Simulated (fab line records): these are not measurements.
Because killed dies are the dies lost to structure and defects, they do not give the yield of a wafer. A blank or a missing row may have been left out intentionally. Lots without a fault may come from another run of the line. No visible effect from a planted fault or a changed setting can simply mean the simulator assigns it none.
fab line records	flow gf180mcu
record: lots: 15	wafers: 43	last_day: 34
route steps=602 shown HV_LDD@224 M2@362
lots that met no fault: from a run of the same line without faults
start_h: hours from the record's first day to the start of the lot's first wafer shown	wait_h: hours since the lot's step before	" identical to the entry in the row above	L1.1+2: several wafers, shown together as one row	- no value present, or no start provided	* or withheld: withheld	< > ~ a bound
route shown NAME@n: NAME is a module with steps in the file, n the number in the route of the first one	usual: average and standard deviation across the fault-free wafers	same: alike in all rows	chamber/n: place in a boat	sites: each site's reading	_std_site: their standard deviation	_edge_site: the outer-site mean with the inner-site mean subtracted	radius_mm: for every site, how far away it sits from the centre of the wafer	mask NAME#n: copy n	behind: the last tool/chamber to shape the wafer	hold: what put the lot on hold/how long, in hours/how the hold closed	device: the transistor (n, p or np) that didn't switch	end of line: tests run on the same wafers once the route is complete	a step without rows: its recipe alone	killed: dies that structure and defects cost at the first sort, which is not the same as the wafer's yield	map: shows each die of a wafer: x if killed, . if not, _ if none is there
set.NAME: the run value of the setting; set.NAME@STEP: its run value at that earlier step	model.NAME: the simulator's own value behind a step, which no gauge read
route steps across a sampled set of lots; one table per step, one row per wafer
services: the hour from which a tool's chamber was out of use, counted from the record's first day as start_h (under 0 if before that day), plus the number of hours and why
== steps ==
step: GF_HV_LDD_IMPLANT_48
recipe: species: B	energy_kev: 25	dose_cm2: 3e+13	tilt_deg: 7
same: implant_ion_amu: 11
lot.wafer	tool	chamber	start_h	wait_h
L607.3+4+6	implanter-02	0	283.05	0.1
L608.1+4+5	implanter-02	0	289.05	0.0
L609.2+3+5	implanter-04	0	295.58	0.0
L610.2+4+5	implanter-01	0	301.60	0.0
L612.2+5+6	implanter-01	0	317.05	0.0
L613.3+4+6	implanter-01	0	325.83	0.1
L616.3+4	implanter-01	0	349.30	0.1
L617.3+4	implanter-01	0	357.75	0.1
L623.1+2+5	implanter-01	0	409.24	0.0
L624.2+3+4	implanter-01	0	415.16	0.0
L625.3+5+6	implanter-02	0	437.75	0.1
L626.3+5+6	implanter-02	0	439.15	0.1
L628.2+4+6	implanter-04	0	452.41	0.0
L627.2+4+5	implanter-01	0	453.32	0.0
L629.2+3+6	implanter-02	0	459.16	0.0
step: GF_HV_LDD_TW_MEAS_50
usual: HV_LDD_4_TW: 573.3/2.7
lot.wafer	tool	chamber	start_h	wait_h	HV_LDD_4_TW
L607.3	film_metro-02	-	283.27	0.1	576.3
L607.4	"	-	"	"	576.7
L607.6	"	-	"	"	576.6
L608.1	film_metro-04	-	289.30	0.1	568.5
L608.4	"	-	"	"	570.1
L608.5	"	-	"	"	571.7
L609.2	film_metro-01	-	295.81	0.1	575.6
L609.3	"	-	"	"	574.9
L609.5	"	-	"	"	573.9
L610.2	film_metro-04	-	301.84	0.1	569.9
L610.4	"	-	"	"	569.0
L610.5	"	-	"	"	570.0
L612.2	film_metro-04	-	317.29	0.1	570.6
L612.5	"	-	"	"	570.0
L612.6	"	-	"	"	573.1
L613.3	film_metro-04	-	326.05	0.1	512.8
L613.4	"	-	"	"	570.3
L613.6	"	-	"	"	570.3
L616.3	film_metro-02	-	349.52	0.1	517.8
L616.4	"	-	"	"	574.9
L617.3	film_metro-02	-	357.97	0.1	518.9
L617.4	"	-	"	"	574.5
L623.1	film_metro-01	-	409.49	0.1	579.3
L623.2	"	-	"	"	578.4
L623.5	"	-	"	"	579.9
L624.2	film_metro-02	-	415.44	0.1	574.6
L624.3	"	-	"	"	575.3
L624.4	"	-	"	"	572.6
L625.3	film_metro-04	-	437.97	0.1	575.6
L625.5	"	-	"	"	573.2
L625.6	"	-	"	"	570.9
L626.3	film_metro-01	-	439.37	0.1	573.7
L626.5	"	-	"	"	574.9
L626.6	"	-	"	"	576.6
L628.2	film_metro-01	-	452.64	0.1	573.8
L628.4	"	-	"	"	573.6
L628.6	"	-	"	"	573.5
L627.2	film_metro-04	-	453.56	0.1	576.0
L627.4	"	-	"	"	575.6
L627.5	"	-	"	"	577.1
L629.2	film_metro-01	-	459.39	0.1	573.9
L629.3	"	-	"	"	575.7
L629.6	"	-	"	"	577.0
step: GF_M2_SPUTTER_00
recipe: material: Ti	target_thk_nm: 37.5	arriving_ion_energy_ev: 80	substrate_temp_c: 200	chamber_pressure_pa: 2	power_w: 4000	time_s: 150
usual: throttle_valve_pct: 30.4/0.63
lot.wafer	tool	chamber	start_h	wait_h	throttle_valve_pct
L607.3	pvd_sputter-03	-	423.94	0.2	31.2
L607.4	"	-	"	"	30.8
L607.6	"	-	"	"	30.2
L608.1	pvd_sputter-03	-	430.52	0.2	31.0
L608.4	"	-	"	"	30.4
L608.5	"	-	"	"	30.0
L609.2	pvd_sputter-03	-	438.90	0.2	31.2
L609.3	"	-	"	"	30.0
L609.5	"	-	"	"	31.3
L610.2	pvd_sputter-03	-	446.53	0.1	30.9
L610.4	"	-	"	"	29.6
L610.5	"	-	"	"	30.7
L612.2	pvd_sputter-02	-	466.45	0.2	29.9
L612.5	"	-	"	"	30.6
L612.6	"	-	"	"	29.8
L613.3	pvd_sputter-01	-	475.09	0.1	29.8
L613.4	"	-	"	"	30.7
L613.6	"	-	"	"	30.7
L616.3	pvd_sputter-01	-	502.70	0.1	30.4
L616.4	"	-	"	"	30.7
L617.3	pvd_sputter-03	-	510.22	0.1	29.6
L617.4	"	-	"	"	30.4
L623.1	pvd_sputter-03	-	559.95	0.2	29.8
L623.2	"	-	"	"	30.8
L623.5	"	-	"	"	31.3
L624.2	pvd_sputter-01	-	568.19	0.2	29.9
L624.3	"	-	"	"	30.5
L624.4	"	-	"	"	31.8
L625.3	pvd_sputter-01	-	586.95	0.2	30.5
L625.5	"	-	"	"	30.4
L625.6	"	-	"	"	30.5
L626.3	pvd_sputter-01	-	587.97	0.1	30.7
L626.5	"	-	"	"	30.4
L626.6	"	-	"	"	30.7
L628.2	pvd_sputter-02	-	599.25	0.2	29.4
L628.4	"	-	"	"	30.3
L628.6	"	-	"	"	29.8
L627.2	pvd_sputter-03	-	600.29	0.2	31.4
L627.4	"	-	"	"	30.0
L627.5	"	-	"	"	29.7
L629.2	pvd_sputter-02	-	605.75	0.2	29.6
L629.3	"	-	"	"	29.9
L629.6	"	-	"	"	29.7
step: GF_M2_CD_MEAS_14
recipe: target_cd_nm: 280
usual: cd_nm: 279.7/1
lot.wafer	tool	chamber	start_h	wait_h	cd_nm
L607.3	cd_sem-01	-	448.15	0.1	279.3
L607.4	"	-	"	"	279.9
L607.6	"	-	"	"	280.1
L608.1	cd_sem-01	-	455.21	0.1	279.4
L608.4	"	-	"	"	279.8
L608.5	"	-	"	"	281.2
L609.2	cd_sem-01	-	463.44	0.1	280.1
L609.3	"	-	"	"	280.9
L609.5	"	-	"	"	281.0
L610.2	cd_sem-01	-	470.98	0.1	279.9
L610.4	"	-	"	"	279.4
L610.5	"	-	"	"	279.4
L612.2	cd_sem-01	-	491.48	0.1	280.2
L612.5	"	-	"	"	280.0
L612.6	"	-	"	"	280.3
L613.3	cd_sem-01	-	499.53	0.1	279.1
L613.4	"	-	"	"	279.7
L613.6	"	-	"	"	278.7
L616.3	cd_sem-01	-	525.85	0.1	279.9
L616.4	"	-	"	"	280.2
L617.3	cd_sem-01	-	533.21	0.1	278.2
L617.4	"	-	"	"	279.6
L623.1	cd_sem-01	-	581.81	0.1	277.3
L623.2	"	-	"	"	279.4
L623.5	"	-	"	"	279.5
L624.2	cd_sem-01	-	590.21	0.1	280.6
L624.3	"	-	"	"	279.9
L624.4	"	-	"	"	279.0
L625.3	cd_sem-01	-	608.23	0.1	280.7
L625.5	"	-	"	"	280.3
L625.6	"	-	"	"	280.1
L626.3	cd_sem-02	-	609.11	0.1	280.9
L626.5	"	-	"	"	281.2
L626.6	"	-	"	"	278.8
L628.2	cd_sem-02	-	619.84	0.1	277.5
L628.4	"	-	"	"	278.8
L628.6	"	-	"	"	277.8
L627.2	cd_sem-02	-	620.73	0.1	279.4
L627.4	"	-	"	"	279.7
L627.5	"	-	"	"	278.8
L629.2	cd_sem-02	-	626.58	0.1	280.2
L629.3	"	-	"	"	279.8
L629.6	"	-	"	"	278.9
step: GF_M2_OVL_MEAS_15
usual: M2_OVL: 3/6.4
lot.wafer	tool	chamber	start_h	wait_h	M2_OVL[nm]
L607.3	overlay-02	-	448.24	0.1	4
L607.4	"	-	"	"	8
L607.6	"	-	"	"	-2
L608.1	overlay-01	-	455.33	0.1	7
L608.4	"	-	"	"	10
L608.5	"	-	"	"	2
L609.2	overlay-01	-	463.55	0.1	0
L609.3	"	-	"	"	3
L609.5	"	-	"	"	1
L610.2	overlay-02	-	471.09	0.1	-4
L610.4	"	-	"	"	-3
L610.5	"	-	"	"	2
L612.2	overlay-01	-	491.59	0.1	-6
L612.5	"	-	"	"	2
L612.6	"	-	"	"	7
L613.3	overlay-01	-	499.62	0.1	8
L613.4	"	-	"	"	7
L613.6	"	-	"	"	13
L616.3	overlay-02	-	525.94	0.1	2
L616.4	"	-	"	"	4
L617.3	overlay-01	-	533.30	0.1	-8
L617.4	"	-	"	"	1
L623.1	overlay-02	-	581.93	0.1	-8
L623.2	"	-	"	"	-3
L623.5	"	-	"	"	-1
L624.2	overlay-01	-	590.32	0.1	11
L624.3	"	-	"	"	10
L624.4	"	-	"	"	9
L625.3	overlay-01	-	608.32	0.1	-3
L625.5	"	-	"	"	-4
L625.6	"	-	"	"	-5
L626.3	overlay-02	-	609.20	0.1	5
L626.5	"	-	"	"	6
L626.6	"	-	"	"	13
L628.2	overlay-01	-	619.94	0.1	9
L628.4	"	-	"	"	1
L628.6	"	-	"	"	0
L627.2	overlay-01	-	620.84	0.1	3
L627.4	"	-	"	"	11
L627.5	"	-	"	"	10
L629.2	overlay-02	-	626.69	0.1	-8
L629.3	"	-	"	"	-10
L629.6	"	-	"	"	-10
== services ==
tool	chamber	start_h	hours	kind
implanter-04	-	280.14	3.9	repair
pvd_sputter-03	-	295.28	4.8	repair
implanter-01	-	334.40	3.6	pm
pvd_sputter-02	-	334.84	2.3	repair
implanter-02	-	361.64	18.2	repair
pvd_sputter-03	3	363.99	-	consumable_replace:kit
implanter-01	-	366.89	11.1	pm
pvd_sputter-02	-	388.29	3.1	repair
implanter-04	-	389.20	24.6	pm
pvd_sputter-03	-	393.02	6.3	repair
pvd_sputter-01	-	397.54	0.9	repair
pvd_sputter-01	-	409.29	2.7	repair
pvd_sputter-01	-	418.08	5.4	repair
pvd_sputter-01	-	448.51	6.1	repair
implanter-04	-	475.29	5.9	repair
pvd_sputter-03	-	476.91	1.3	repair
implanter-01	-	497.05	1.7	repair
implanter-01	-	509.43	3.3	repair
implanter-04	-	529.87	2.3	repair
pvd_sputter-02	-	535.11	0.8	repair
pvd_sputter-03	-	539.03	2.9	repair
pvd_sputter-01	-	549.11	15.1	repair
pvd_sputter-02	-	561.87	4.2	repair
implanter-04	-	595.23	5.2	pm
== key ==
first_sign: step: GF_HV_LDD_TW_MEAS_50	reading: HV_LDD_4_TW	direction: down	sigmas: 21	usual: 573.3	struck: 516.5
effect none on later readings
met_at GF_HV_LDD_IMPLANT_48
struck_lots L613,L616,L617
struck_wafers L613.3,L616.3,L617.3
tester_left_out L613,L616,L617
not_acting_at GF_M2_SPUTTER_00,GF_M2_CD_MEAS_14,GF_M2_OVL_MEAS_15
onset_between 317.05 325.83
fault: kind: process_parameter_drift	tool: implanter-01	chamber: -	onset_h: 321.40	steps: GF_HV_LDD_IMPLANT_48	channel: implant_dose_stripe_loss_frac	offset: 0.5	shape: step	end_h: 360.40	scope: struck_wafers_only
tester_left_out: of these lots the tester's yield and bins aren't shown, on N5 and GAA mostly nor the transistor test; their killed dies are dies lost to structure and defects alone, not to doping, threshold or leakage, so they don't give the yield
